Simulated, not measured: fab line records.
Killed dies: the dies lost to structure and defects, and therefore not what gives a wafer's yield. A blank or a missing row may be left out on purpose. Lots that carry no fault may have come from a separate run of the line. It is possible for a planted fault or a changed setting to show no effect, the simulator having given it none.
Chamber matching    flow gf180mcu    GF_CONTACT_ETCH_16 on rie-diel-02: 4 sister chambers
The step etches BARC in N2/H2. 8 wafers are shown with their chamber, then 7 later ones without.

WAFERS PAIRED WITH THEIR CHAMBERS
wafer   chamber  drypump-motor-current-A (A)  oes-product-au (a.u.)
L658.4  3        5.71                         0.862
L662.4  2        5.47                         0.855
L662.6  2        5.44                         0.854
L663.2  1        5.43                         0.858
L663.4  0        5.67                         0.849
L663.6  1        5.42                         0.864
L666.2  3        5.72                         0.851
L666.3  0        5.66                         0.856

WAFERS WITH NO CHAMBER GIVEN
wafer   drypump-motor-current-A (A)  oes-product-au (a.u.)
L666.4  5.48                         0.858
L671.2  5.63                         0.851
L671.3  5.71                         0.861
L671.5  5.43                         0.848
L672.3  5.67                         0.863
L672.4  5.49                         0.847
L672.5  5.72                         0.853

CHAMBER TAKEN BY EACH
wafer   from the rows above      in truth
L666.4  2                        2
L671.2  0                        0
L671.3  3                        3
L671.5  can't be placed: 2 or 1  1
L672.3  can't be placed: 0 or 3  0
L672.4  2                        2
L672.5  3                        3
Placed correctly: 5 of 7. These rows do not allow placing 2 (true chamber among the candidates in 2). Placed wrongly: 0.
How it was worked out, from the rows above alone: a wafer's distance from a chamber is the root of the sum, over the readings, of the square of ((its reading less the chamber's mean) divided by the reading's scatter). The wafer belongs to the nearest chamber; if the next one is less than 2 further off, it can't be placed. Each chamber's mean is taken over the wafers shown for it. The scatter: the root of (the sum of the squares of (reading less its chamber's mean) over the shown wafers, divided by (wafers less chambers)).
